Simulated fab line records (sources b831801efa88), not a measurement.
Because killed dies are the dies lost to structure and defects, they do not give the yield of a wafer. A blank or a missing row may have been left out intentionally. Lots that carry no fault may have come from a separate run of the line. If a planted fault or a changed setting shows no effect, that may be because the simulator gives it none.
A struck lot beside a sound one | flow sky130 | 15 out of 708 route steps
Sound: the wafers L342.1, L342.2, L342.3. The struck wafers were L339.1, L339.2, L339.5. At the end, the cause is stated.
Each step with rows lists, per side, the tool, then ch with its chambers, then its first start. Under that, the readings that differ: sound wafers | struck wafers | difference of the means | sigmas: that difference in standard deviations of wafers without a fault.
alike: readings with means less than 2 such deviations apart, plus words and numbers identical on both sides. not compared: withheld readings, readings lacking a value on some wafer, bounds such as >300 that could conceal the same value, and numbers that have no deviation in the record and whose values overlap.
The two part at a step that has a row with sigmas, a row that says differs or no value, or rows on one side only. Numbers that have no deviation but don't overlap get no sigmas and don't part them. A reading that every wafer of one side lacks parts them only if that side has two wafers or more.

first, 1 step without rows for these wafers: SKY_FIELD_ISO_OXIDATION_22 (stabilise 600 s, purge 300 s, target thk 10 nm).
SKY_FIELD_ISO_THK_MEAS_23:
  sound: film-metro-01 at day 7 01:48; struck: film-metro-01 at day 6 15:42
  alike: FIELD_ISO_OXIDATION_01_THK
then, 1 step without rows for these wafers: SKY_FIELD_ISO_CVD_24 (deposits SiO2, target thk 595 nm, time 99.2 s).
SKY_FIELD_ISO_THK_MEAS_25:
  sound: film-metro-04 at day 7 01:56; struck: film-metro-01 at day 6 15:50
  alike: FIELD_ISO_CVD_24_THK
then, 1 step without rows for these wafers: SKY_FIELD_ISO_ANNEAL_26 (time 1800 s).
SKY_FIELD_ISO_CMP_27: polishes, stops on Si3N4, t overpolish 16 s, target thk 457.8 nm.
  sound on cmp-01 ch 0,2,3, day 7 03:30; struck on cmp-01 ch 0,2,3, day 6 19:02
  alike: motor-current-A, overpolish-run-s, time-to-endpoint-s
then, 5 steps without rows for these wafers: SKY_FIELD_ISO_WET_ETCH_28 (etches SiO2 in dHF, target depth 23.7 nm, time 47 s); SKY_FIELD_ISO_WET_ETCH_29 (etches Si3N4 in H3PO4, target depth 160 nm, time 1825 s); SKY_FIELD_ISO_WET_ETCH_30 (etches SiO2 in dHF, target depth 25 nm, time 50 s); SKY_NWELL_CLEAN_00 (cleans in SC1/SC2, time 150 s); SKY_NWELL_OXIDATION_01 (stabilise 600 s, purge 300 s, target thk 10 nm).
SKY_NWELL_THK_MEAS_02:
  sound: film-metro-04 at day 7 05:49; struck: film-metro-04 at day 6 21:14
  alike: NWELL_OXIDATION_THK
SKY_DNWELL_DEHYDRATE_00: time 60 s.
  sound on litho-track-03 ch 0, day 7 15:28; struck on litho-track-02 ch 0, day 7 06:25
  reading          | sound             | struck            | difference | sigmas
  run-length-s (s) | 88.83 89.17 88.82 | 95.35 95.15 95.15 | +6.28      | +31
  alike: exhaust-pa
then, 1 step without rows for these wafers: SKY_DNWELL_HMDS_01 (prime time 60 s).
-- the record jumps here: 44 days lie between the struck wafers' starts before and after (it left off in module DNWELL and takes up again in module PAD_OPEN, whose first step shown is number 708 of the route) --
SKY_PAD_OPEN_PROBE_99:
  sound: prober-02 at day 50 23:52; struck: prober-01 at day 50 19:11
  alike: killed_at_M0_to_M3, killed_at_M4_up, killed-at-contacts, killed-at-front-end, killed-at-other, killed-dies, killed-open, killed-short

WHERE THEY PART
At SKY_DNWELL_DEHYDRATE_00 and nowhere else, as far as this record goes. Later steps at which nothing parts them and some readings are alike: SKY_PAD_OPEN_PROBE_99.

WHY: whatever the simulator had introduced
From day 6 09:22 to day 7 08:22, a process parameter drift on litho-track-02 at SKY_DNWELL_DEHYDRATE_00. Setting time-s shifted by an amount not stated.
